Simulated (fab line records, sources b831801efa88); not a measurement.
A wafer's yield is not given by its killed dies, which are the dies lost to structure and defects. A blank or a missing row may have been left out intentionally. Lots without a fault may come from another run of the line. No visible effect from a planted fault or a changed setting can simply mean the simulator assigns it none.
Which tool is to blame? -- flow gf180mcu -- 11 lots, 33 wafers sampled, at 6 steps of a route of 602

== WHAT THE GAUGES READ, wafer by wafer ==
GF_PSD_RS_MEAS_14: uses a four-point probe to measure.
lot,measured,on,NSD_RS (ohm/sq)
L501,day 14 07:01,film-metro-04,46.15 46.23 46.14
L502,day 14 15:23,film-metro-03,46.27 46.21 46.26
L503,day 14 18:27,film-metro-04,46.23 46.21 46.25
L507,day 16 04:18,film-metro-01,46.28 46.29 46.16
L510,day 17 10:42,film-metro-01,46.26 41.19 41.06
L518,day 20 04:10,film-metro-01,46.03 46.17 46.18
L519,day 20 11:43,film-metro-04,46.16 46.22 46.16
L520,day 20 20:32,film-metro-03,46.19 46.23 46.18
L521,day 21 10:56,film-metro-01,46.15 46.30 46.26
L523,day 21 17:34,film-metro-01,46.10 46.02 45.93
L524,day 22 05:22,film-metro-01,46.23 46.24 46.08

GF_PSD_RS_MEAS_15: uses a four-point probe to measure.
lot,measured,on,PSD_RS (ohm/sq)
L501,day 14 07:08,film-metro-04,108.51 108.92 108.61
L502,day 14 15:30,film-metro-03,109.07 108.88 108.70
L503,day 14 18:34,film-metro-04,108.34 108.62 108.39
L507,day 16 04:25,film-metro-01,108.79 109.14 108.71
L510,day 17 10:49,film-metro-01,108.91 100.14 100.08
L518,day 20 04:17,film-metro-01,108.92 108.95 108.96
L519,day 20 11:50,film-metro-04,108.38 108.35 108.48
L520,day 20 20:39,film-metro-03,108.25 108.55 108.49
L521,day 21 11:04,film-metro-01,108.81 108.71 109.07
L523,day 21 17:41,film-metro-01,108.40 108.43 108.31
L524,day 22 05:29,film-metro-01,108.89 109.06 109.19

GF_CONTACT_BOW_MEAS_05.
lot,measured,on,CONTACT_BOW (um)
L501,day 15 05:32,film-metro-03,62 58 61
L502,day 15 14:15,film-metro-03,61 59 72
L503,day 15 17:07,film-metro-03,62 62 59
L507,day 17 04:36,film-metro-04,70 61 58
L510,day 18 11:32,film-metro-04,54 62 83
L518,day 21 05:47,film-metro-02,57 80 78
L519,day 21 13:10,film-metro-02,57 66 59
L520,day 21 21:55,film-metro-03,71 64 56
L521,day 22 12:29,film-metro-02,61 69 55
L523,day 22 18:30,film-metro-03,58 58 62
L524,day 23 06:16,film-metro-02,62 76 71

== EACH LOT AND THE TOOL THAT RAN IT (in order: tool; ch and the chambers of the sampled wafers; start) ==
lot,GF_HV_LDD_RTA_52,GF_PSD_RTA_13,GF_SAB_STRIP_13
L501,"rtp-anneal-02 ch 0, day 12 11:04","rtp-anneal-01 ch 0, day 14 06:56","plasma-asher-01 ch 0,1, day 15 04:16"
L502,"rtp-anneal-02 ch 0, day 12 18:14","rtp-anneal-01 ch 0, day 14 15:17","plasma-asher-01 ch 0,1, day 15 13:00"
L503,"rtp-anneal-01 ch 0, day 12 21:43","rtp-anneal-02 ch 0, day 14 18:22","plasma-asher-04 ch 0,1, day 15 15:49"
L507,"rtp-anneal-02 ch 0, day 14 04:51","rtp-anneal-01 ch 0, day 16 04:13","plasma-asher-01 ch 0,1, day 17 03:14"
L510,"rtp-anneal-02 ch 0, day 15 08:58","rtp-anneal-01 ch 0, day 17 10:37","plasma-asher-01 ch 0,1, day 18 10:07"
L518,"rtp-anneal-02 ch 0, day 18 00:44","rtp-anneal-02 ch 0, day 20 04:04","plasma-asher-01 ch 0,1, day 21 04:32"
L519,"rtp-anneal-01 ch 0, day 18 07:19","rtp-anneal-01 ch 0, day 20 11:38","plasma-asher-04 ch 0,1, day 21 11:53"
L520,"rtp-anneal-01 ch 0, day 18 16:01","rtp-anneal-01 ch 0, day 20 20:27","plasma-asher-04 ch 0,1, day 21 20:40"
L521,"rtp-anneal-01 ch 0, day 19 06:53","rtp-anneal-01 ch 0, day 21 10:51","plasma-asher-01 ch 0,1, day 22 11:14"
L523,"rtp-anneal-01 ch 0, day 19 14:10","rtp-anneal-01 ch 0, day 21 17:28","plasma-asher-02 ch 0,1, day 22 17:11"
L524,"rtp-anneal-01 ch 0, day 20 03:27","rtp-anneal-02 ch 0, day 22 05:17","plasma-asher-02 ch 0,1, day 23 04:55"
- GF_HV_LDD_RTA_52: time 10 s.
- GF_PSD_RTA_13: time 20 s.
- GF_SAB_STRIP_13: strips in O2/N2.

== WHAT THE TOOLS THEMSELVES READ (means of the sampled wafers that have a number; where no wafer has one, the mark that the record gives instead) ==
GF_HV_LDD_RTA_52.
lot,tool,anneal-temp-c-max,lamp-power-pct (%),wafer_temp_C_max
L501,rtp-anneal-02,1007.4,35.1,1006.0
L502,rtp-anneal-02,1007.5,35.1,1005.4
L503,rtp-anneal-01,1002.6,37.1,1004.7
L507,rtp-anneal-02,1006.4,35.1,1004.8
L510,rtp-anneal-02,1006.7,35.1,1005.4
L518,rtp-anneal-02,1007.0,35.2,1004.2
L519,rtp-anneal-01,1002.7,37.1,1006.1
L520,rtp-anneal-01,1002.6,37.1,1005.5
L521,rtp-anneal-01,1003.1,37.1,1007.1
L523,rtp-anneal-01,1003.1,37.2,1006.7
L524,rtp-anneal-01,1003.3,37.2,1006.3

GF_PSD_RTA_13.
lot,tool,anneal-temp-c-max,lamp-power-pct (%),run-length-s (s),wafer_temp_C_max
L501,rtp-anneal-01,1028.1,38.5,48.69,1030.6
L502,rtp-anneal-01,1028.4,38.5,48.83,1031.4
L503,rtp-anneal-02,1032.8,36.5,49.13,1029.7
L507,rtp-anneal-01,1028.8,38.5,48.66,1029.8
L510,rtp-anneal-01,1028.6,38.5,69.53,1031.6
L518,rtp-anneal-02,1031.6,36.5,49.14,1030.5
L519,rtp-anneal-01,1027.6,38.6,48.80,1030.6
L520,rtp-anneal-01,1028.0,38.6,48.74,1030.3
L521,rtp-anneal-01,1028.3,38.5,48.76,1030.0
L523,rtp-anneal-01,1028.0,38.5,48.65,1030.6
L524,rtp-anneal-02,1030.9,36.5,49.25,1030.0

GF_SAB_STRIP_13.
lot,tool,drypump-motor-current-A (A),heater-power-w (W),oes-product-au (a.u.),strip-time-to-endpoint-s (s)
L501,plasma-asher-01,5.7,334,0.710,12.61
L502,plasma-asher-01,5.7,335,0.705,12.61
L503,plasma-asher-04,5.2,354,0.708,12.58
L507,plasma-asher-01,5.7,337,0.709,12.59
L510,plasma-asher-01,5.7,339,0.710,12.60
L518,plasma-asher-01,5.7,363,0.710,12.56
L519,plasma-asher-04,5.2,349,0.710,12.62
L520,plasma-asher-04,5.5,369,0.712,12.56
L521,plasma-asher-01,5.7,367,0.710,12.57
L523,plasma-asher-02,5.8,351,0.708,12.56
L524,plasma-asher-02,5.7,338,0.709,12.62

== THE ANSWER, worked out from the rows above alone ==
Rule: usual is defined by the lots themselves. The widest of any qualifying gaps counts: lots, ordered by their means at a reading, are off when they make up no more than a third of the lots, leave a main group of 4 or more, and stand apart from it by 3 or more times the standard deviation of that group's means. The tables above print the reading to a certain number of digits; a main group whose means all agree to those digits is not used. A lot without any number at a reading at which 4 lots or more have one is off too. The other lots that the step has rows for count as sound. After the gauges, taken in route order, come the tools' own readings; for these a lot's mean is taken, as printed above. At the first step where some lot is off, the reading lying furthest off is the one used; lots without a number count as furthest.
Off: L510, seen at GF_PSD_RS_MEAS_14 (NSD_RS). The main group: mean 46.18 ohm/sq, standard deviation 0.066.
If a tool, at a process step before that reading, ran all the lots that are off and no sound lot after the first of them, it fits. The gauges at GF_PSD_RS_MEAS_14 aren't tried: what is off there is off at GF_PSD_RTA_13 too, on other tools, and a gauge's error can't cause that. None of those tried fits.

== WHAT THE SIMULATOR HAD INSERTED ==
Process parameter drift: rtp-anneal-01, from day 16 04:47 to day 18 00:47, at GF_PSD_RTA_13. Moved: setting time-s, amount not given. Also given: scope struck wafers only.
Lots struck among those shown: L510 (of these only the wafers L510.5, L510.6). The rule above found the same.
